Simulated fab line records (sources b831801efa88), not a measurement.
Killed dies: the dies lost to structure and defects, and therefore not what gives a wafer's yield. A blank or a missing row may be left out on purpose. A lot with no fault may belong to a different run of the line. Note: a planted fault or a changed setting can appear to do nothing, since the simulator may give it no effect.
A struck lot beside a sound one    flow sky130    34 out of 708 route steps
Sound: the wafers L801.1, L801.2, L801.4. Struck: wafer L808.3 (L808.2, L808.6, from the same lot, were not struck and are left out); the cause is given at the end.
Each step with rows lists, per side, the tool, then ch with its chambers, then its first start. Under that, the readings that differ: sound wafers    struck wafers    difference of the means    sigmas: that difference in standard deviations of wafers without a fault.
alike: a reading whose means differ by less than 2 such deviations, as well as words and numbers matching on both sides. not compared: withheld readings; readings where some wafer has no value; bounds like >300 that might hide an equal value; numbers whose values overlap and for which the record gives no deviation.
Wherever a step has rows on one side only, a row that says differs or no value, or a row with sigmas, the two part there. When numbers do not overlap yet have no deviation, they are printed without sigmas and do not part them. A reading that every wafer of one side lacks parts them only if that side has two wafers or more.

first, 10 steps without rows for these wafers: SKY_VIA1_EXPOSE_09 (exposes mask VIM, target cd 150 nm); SKY_VIA1_PEB_10; SKY_VIA1_DEVELOP_11 (develop time 60 s); SKY_VIA1_ETCH_14 (etches BARC in N2/H2, stops on SiO2, time 45.9 s, target depth 60 nm); SKY_VIA1_ETCH_15 (etches SiO2 in C4F8/O2/Ar, stops on TiN, target depth 351 nm, time 54 s); SKY_VIA1_STRIP_16 (strips in O2/N2); SKY_VIA1_STRIP_17 (strips in post etch residue remover, time 1200 s); SKY_VIA1_CLEAN_18 (cleans in IPA, time 180 s); SKY_VIA1_CLEAN_19 (cleans in O3/DIW); SKY_VIA1_SPUTTER_20 (material TiN, target thk 20 nm, time 80 s).
SKY_VIA1_CVD_21: deposits W, target thk 270 nm, time 80.902 s.
  sound on cvd_w-02 ch 0,1, day 34 05:22; struck on cvd_w-02 ch 0, day 36 10:26
reading               sound                 struck  difference  sigmas
susceptor_temp_C (C)  400.57 400.03 400.17  399.70  -0.56       -3
  alike: heater_power_w
then, 22 steps without rows for these wafers: SKY_VIA1_CMP_24 (polishes, stops on SiO2, t overpolish 15 s, target thk 0 nm); SKY_METAL2_SPUTTER_00 (material Ti, target thk 15 nm, time 10 s); SKY_METAL2_SPUTTER_01 (material TiN, target thk 20 nm, time 16.7 s); SKY_METAL2_SPUTTER_02 (material AlCu, target thk 250 nm, time 13.3 s); SKY_METAL2_SPUTTER_03 (material Ti, target thk 5 nm, time 3.3 s); SKY_METAL2_SPUTTER_04 (material TiN, target thk 70 nm, time 58.3 s); SKY_METAL2_DEHYDRATE_07 (time 60 s); SKY_METAL2_HMDS_08 (prime time 60 s); SKY_METAL2_COAT_09 (resist thk 60 nm); SKY_METAL2_COAT_10 (resist thk 450 nm); SKY_METAL2_SOFTBAKE_11 (time 90 s); SKY_METAL2_EXPOSE_12 (exposes mask MM2, target cd 140 nm); SKY_METAL2_PEB_13; SKY_METAL2_DEVELOP_14 (develop time 60 s); SKY_METAL2_DESCUM_17 (chemistry O2, time 8 s); SKY_METAL2_ETCH_18 (etches BARC in N2/H2, stops on SiO2, time 45.9 s, target depth 60 nm); SKY_METAL2_METAL_ETCH_19 (etches the open film in Cl2/BCl3, stops on SiO2, target depth 360 nm, time 78 s); SKY_METAL2_STRIP_20 (strips in O2/N2); SKY_METAL2_STRIP_21 (strips in post etch residue remover, time 1200 s); SKY_METAL2_CLEAN_22 (cleans in IPA, time 180 s); SKY_METAL2_CLEAN_23 (cleans in O3/DIW); SKY_VIA2_HDPCVD_00 (deposits SiO2, target thk 1180 nm, time 196.7 s).
-- the record jumps here: 11 days lie between the struck wafers' starts before and after (it left off in module VIA2 and takes up again in module PAD_OPEN, whose first step shown is number 708 of the route) --
SKY_PAD_OPEN_PROBE_99:
  sound on prober-02 at day 46 01:33; struck on prober-02 at day 47 19:44
reading                                sound              struck  difference  sigmas
defect_limited_yield (%)               81.5 80.3 81.5     72.4    -8.7        -5
killed_at_M0_to_M3                     47 49 45           97      +50         +8
killed_dies                            91 97 91           136     +43         +5
sort_bin_3_pad_short (%)               0.6 1.6 1.2        3.5     +2.4        +5
sort_bin_5_function (%)                9.3 9.1 10.4       16.7    +7.1        +5
sort_n_pass                            401 395 401        356     -43         -5
sort_yield_pct (%)                     81.5 80.3 81.5     72.4    -8.7        -5
model.etest.tester.sort_n_pass         401 395 401        356     -43         
model.etest.tester.sort_yield_pct (%)  81.5 80.28 81.5    72.36   -8.73       
model.etest.tester.sort_bin_5_pct (%)  9.35 9.146 10.37   16.67   +7.05       
model.etest.tester.sort_bin_3_pct (%)  0.6098 1.626 1.22  3.455   +2.303      
  alike: killed_at_M4_up, killed_at_contacts, killed_at_front_end, killed_on_rim, killed_open, killed_short, sort_bin_6_memory

== WHERE THEY PART ==
First at SKY_VIA1_CVD_21; last, within this record, at SKY_PAD_OPEN_PROBE_99.

WHY: whatever the simulator had introduced
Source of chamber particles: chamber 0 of cvd_w-02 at SKY_VIA1_CVD_21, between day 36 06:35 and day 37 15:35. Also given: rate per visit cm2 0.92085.
